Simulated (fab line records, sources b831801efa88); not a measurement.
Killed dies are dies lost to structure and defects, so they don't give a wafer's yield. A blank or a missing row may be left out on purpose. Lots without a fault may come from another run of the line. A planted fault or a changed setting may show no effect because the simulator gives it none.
A struck lot beside a sound one | flow sky130 | 34 steps out of a route of 708
Sound: wafers L215.3, L215.4, L215.5. Struck: wafers L219.3, L219.6. (L219.1 of the same lot was not struck and is left out.) The cause comes at the end.
At each step with rows: each side's tool, then ch and its chambers, then its first start. Under that, the readings that differ: sound wafers | struck wafers | difference of the means | sigmas: that difference in standard deviations of wafers without a fault.
alike: readings whose means differ by less than 2 such deviations, and words and numbers that are the same on both sides. not compared: withheld readings, readings that some wafer has no value for, bounds like >300 that may hide the same value, and numbers for which the record gives no deviation and whose values overlap.
The two part at a step that has a row with sigmas, a row that says differs or no value, or rows on one side only. Numbers that don't overlap but have no deviation are shown without sigmas and don't part them. A reading that every wafer of one side lacks parts them only if that side has two wafers or more.

first, 9 steps without rows for these wafers: SKY_METAL1_DEVELOP_14 (develop time 60 s); SKY_METAL1_DESCUM_17 (chemistry O2, time 8 s); SKY_METAL1_ETCH_18 (etches BARC in N2/H2, stops on SiO2, time 45.9 s, target depth 60 nm); SKY_METAL1_METAL_ETCH_19 (etches the open film in Cl2/BCl3, stops on SiO2, target depth 360 nm, time 78 s); SKY_METAL1_STRIP_20 (strips in O2/N2); SKY_METAL1_STRIP_21 (strips in post etch residue remover, time 1200 s); SKY_METAL1_CLEAN_22 (cleans in IPA, time 180 s); SKY_METAL1_CLEAN_23 (cleans in O3/DIW); SKY_VIA1_HDPCVD_00 (deposits SiO2, target thk 1030 nm, time 171.7 s).
SKY_VIA1_CMP_02: polishes SiO2.
  sound on cmp-01 ch 0,1,3, day 36 17:13; struck on cmp-01 ch 2, day 37 23:07
  reading                                  | sound             | struck      | difference | sigmas
  model.SiO2_of_VIA1_HDPCVD_00.thk_nm (nm) | 346.3 345.8 347.6 | 312.4 312.5 | -34.1      |
  alike: motor_current_A
then, 9 steps without rows for these wafers: SKY_VIA1_DEHYDRATE_04 (time 60 s); SKY_VIA1_HMDS_05 (prime time 60 s); SKY_VIA1_COAT_06 (resist thk 60 nm); SKY_VIA1_COAT_07 (resist thk 450 nm); SKY_VIA1_SOFTBAKE_08 (time 90 s); SKY_VIA1_EXPOSE_09 (exposes mask VIM, target cd 150 nm); SKY_VIA1_PEB_10; SKY_VIA1_DEVELOP_11 (develop time 60 s); SKY_VIA1_ETCH_14 (etches BARC in N2/H2, stops on SiO2, time 45.9 s, target depth 60 nm).
SKY_VIA1_ETCH_15: etches SiO2 in C4F8/O2/Ar, stops on TiN, target depth 351 nm, time 54 s.
  sound on rie_diel-01 ch 1,2, day 37 19:22; struck on rie_diel-02 ch 0,2, day 39 01:22
  reading                          | sound             | struck      | difference | sigmas
  oes_product_au (a.u.)            | 0.975 0.978 0.991 | 0.938 0.932 | -0.046     | -7
  model.VIA1.feature_depth_nm (nm) | 345.9 345.8 347.6 | 312.4 312.5 | -34.0      |
  model.etch.depth_nm (nm)         | 345.9 345.8 347.6 | 312.4 312.5 | -34.0      |
  alike: chamber_pressure_mTorr
  not compared: rf_hours_counter_h
then, 12 steps without rows for these wafers: SKY_VIA1_STRIP_16 (strips in O2/N2); SKY_VIA1_STRIP_17 (strips in post etch residue remover, time 1200 s); SKY_VIA1_CLEAN_18 (cleans in IPA, time 180 s); SKY_VIA1_CLEAN_19 (cleans in O3/DIW); SKY_VIA1_SPUTTER_20 (material TiN, target thk 20 nm, time 80 s); SKY_VIA1_CVD_21 (deposits W, target thk 270 nm, time 80.902 s); SKY_VIA1_CMP_24 (polishes, stops on SiO2, t overpolish 15 s, target thk 0 nm); SKY_METAL2_SPUTTER_00 (material Ti, target thk 15 nm, time 10 s); SKY_METAL2_SPUTTER_01 (material TiN, target thk 20 nm, time 16.7 s); SKY_METAL2_SPUTTER_02 (material AlCu, target thk 250 nm, time 13.3 s); SKY_METAL2_SPUTTER_03 (material Ti, target thk 5 nm, time 3.3 s); SKY_METAL2_SPUTTER_04 (material TiN, target thk 70 nm, time 58.3 s).
SKY_METAL2_METAL_ETCH_19: etches the open film in Cl2/BCl3, stops on SiO2, target depth 360 nm, time 78 s.
  sound on rie_metal-01 ch 0,1, day 38 22:45; struck on rie_metal-04 ch 0,1, day 40 04:44
  reading                                  | sound             | struck      | difference | sigmas
  model.SiO2_of_VIA1_HDPCVD_00.thk_nm (nm) | 332.3 331.7 333.6 | 298.3 298.2 | -34.3      |
  alike: bcl3_flow_sccm, chamber_pressure_mTorr, drypump_motor_current_A, oes_product_au, throttle_valve_pct
  not compared: rf_hours_counter_h
SKY_PAD_OPEN_PROBE_99:
  the record has rows for the sound wafers here (prober-01, day 48 18:50) and none for the struck ones

WHERE THEY PART
First at SKY_VIA1_ETCH_15; last, within this record, at SKY_PAD_OPEN_PROBE_99.

WHY: what the simulator had put in
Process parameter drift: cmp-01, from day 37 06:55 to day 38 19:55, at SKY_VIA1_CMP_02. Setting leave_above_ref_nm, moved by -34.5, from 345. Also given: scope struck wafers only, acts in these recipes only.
